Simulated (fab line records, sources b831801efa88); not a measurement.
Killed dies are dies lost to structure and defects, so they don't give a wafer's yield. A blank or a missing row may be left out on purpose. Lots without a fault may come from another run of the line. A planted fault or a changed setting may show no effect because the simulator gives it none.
Chamber matching | flow gf180mcu | GF_CONTACT_CMP_27 on cmp-02: 4 sister chambers
The step polishes, stops on SiO2, t overpolish 15 s, target thk 0 nm. 4 wafers are shown with their chamber, then 8 later ones without.

WAFERS WITH THEIR CHAMBER
wafer  | chamber | motor_current_A (A)
L276.4 | 3       | 11.8
L283.3 | 2       | 9.3
L283.5 | 0       | 7.8
L284.4 | 1       | 12.1

WAFERS WITHOUT THEIR CHAMBER
wafer  | motor_current_A (A)
L284.5 | 7.7
L284.6 | 12.0
L287.3 | 12.0
L287.5 | 11.7
L287.6 | 7.9
L289.3 | 11.5
L289.5 | 9.5
L289.6 | 11.6

WHICH CHAMBER EACH WENT THROUGH
wafer  | from the rows above     | in truth
L284.5 | 0                       | 0
L284.6 | can't be placed: 1 or 3 | 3
L287.3 | can't be placed: 1 or 3 | 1
L287.5 | can't be placed: 3 or 1 | 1
L287.6 | 0                       | 0
L289.3 | can't be placed: 3 or 1 | 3
L289.5 | 2                       | 2
L289.6 | can't be placed: 3 or 1 | 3
Placed correctly: 3 of 8. Can't be placed from these rows: 5 (the true chamber is among the candidates in 5). Placed wrongly: 0.
How it was worked out, from the rows above alone: a wafer's distance from a chamber is the root of the sum, over the readings, of the square of ((its reading less the chamber's mean) divided by the reading's scatter). The wafer belongs to the nearest chamber; if the next one is less than 2 further off, it can't be placed. A chamber's mean is the mean of its shown wafers. The scatter: with one shown wafer a chamber, the root of the mean of the squares of how far each hidden wafer lies from its nearest shown one.
